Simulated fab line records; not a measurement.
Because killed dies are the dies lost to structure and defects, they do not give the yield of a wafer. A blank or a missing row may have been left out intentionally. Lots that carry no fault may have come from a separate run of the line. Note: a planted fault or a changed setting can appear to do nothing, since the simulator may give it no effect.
Commonality check across tools -- flow gf180mcu -- Lots sampled 11, wafers sampled 33

WHY IT WAS OPENED
Of 11 lots, 2 have the reading HV_LDD_CVD_56_THK flagged at GF_HV_LDD_THK_MEAS_57. Fault-free wafers read 90.1 nm, with a standard deviation of 0.89.
Rule: a lot is flagged when every wafer of it that has a number lies more than 4 standard deviations from that mean, or none has a number. All remaining lots are regarded as sound.

lot,measured,on,"HV_LDD_CVD_56_THK (nm), wafer by wafer",flag
L610,day 12 22:10,film metro-01,90.7 90.3 90.0,
L609,day 12 22:11,film metro-02,90.4 90.0 89.1,
L611,day 13 12:40,film metro-01,90.5 90.9 90.9,
L612,day 14 03:00,film metro-04,90.5 90.0 90.5,
L615,day 14 21:13,film metro-02,90.9 90.2 90.4,
L616,day 15 03:43,film metro-01,90.8 90.8 90.4,
L617,day 15 15:20,film metro-04,89.6 89.5 90.2,
L619,day 16 04:46,film metro-02,92.0 91.0 92.3,
L621,day 16 17:59,film metro-02,90.9 90.9 90.8,
L626,day 18 14:40,film metro-04,113.8 114.2 114.3,FLAGGED
L628,day 19 11:38,film metro-04,114.4 114.8 115.4,FLAGGED
Average over the flagged lots: 114.5 nm; offset from the usual +24.4 nm, equal to +27 standard deviations.

LOT BY LOT: THE TOOL USED
The record keeps 1 process step preceding the reading, out of 602 steps on the route. Cell contents, in order: the tool; ch with the chambers the sampled wafers went through; the start.
lot,flag,GF_HV_LDD_CVD_56
L610,,"lpcvd-01 ch 0, day 12 20:44"
L609,,"lpcvd-01 ch 1, day 12 20:44"
L611,,"lpcvd-01 ch 1, day 13 11:14"
L612,,"lpcvd-02 ch 0, day 14 01:34"
L615,,"lpcvd-02 ch 1, day 14 19:47"
L616,,"lpcvd-01 ch 1, day 15 02:17"
L617,,"lpcvd-01 ch 1, day 15 13:11"
L619,,"lpcvd-01 ch 0, day 16 03:20"
L621,,"lpcvd-02 ch 1, day 16 16:34"
L626,FLAGGED,"lpcvd-02 ch 0, day 18 12:30"
L628,FLAGGED,"lpcvd-02 ch 0, day 19 10:12"
What the steps here do:
- GF_HV_LDD_CVD_56: deposits Si3N4 from DCS/NH3, target thk 90 nm, time 1543 s.
- GF_HV_LDD_THK_MEAS_57

FLAGGED AGAINST TOTAL, ONE TOOL AT A TIME (gauges that did the reading follow at the end)
step,tool,lots run,flagged,share of the flagged lots,sound lots run after its first flagged lot
GF_HV_LDD_CVD_56,lpcvd-01,6,0,none,-
GF_HV_LDD_CVD_56,lpcvd-02,5,2,all,0
GF_HV_LDD_THK_MEAS_57,film metro-01,3,0,none,-
GF_HV_LDD_THK_MEAS_57,film metro-02,4,0,none,-
GF_HV_LDD_THK_MEAS_57,film metro-04,4,2,all,0

WHAT IS ALLOWED BY THE TABLE
Every flagged lot went through 2 rows of the table: lpcvd-02 at GF_HV_LDD_CVD_56 and film metro-04 at GF_HV_LDD_THK_MEAS_57.
- lpcvd-02 at GF_HV_LDD_CVD_56: 2 of its 5 lots flagged. It ran its last sound lot, L621, at day 16 16:34 and its first flagged lot, L626, at day 18 12:30: a fault with its onset between the two fits. Its own readings lie more than 4 standard deviations out on every wafer of the flagged lots: spike tc centre C, spike tc lower C, spike tc top C, spike tc upper C.
- film metro-04 at GF_HV_LDD_THK_MEAS_57: 2 of its 4 lots flagged. It ran its last sound lot, L617, at day 15 15:20 and its first flagged lot, L626, at day 18 14:40: a fault with its onset between the two fits.
A lot count leaves these 2 tools indistinguishable: every one of them fits a fault beginning at some hour. More lots, or a look at what each step does to the wafer, might.

WHAT THE SIMULATOR HAD PUT IN
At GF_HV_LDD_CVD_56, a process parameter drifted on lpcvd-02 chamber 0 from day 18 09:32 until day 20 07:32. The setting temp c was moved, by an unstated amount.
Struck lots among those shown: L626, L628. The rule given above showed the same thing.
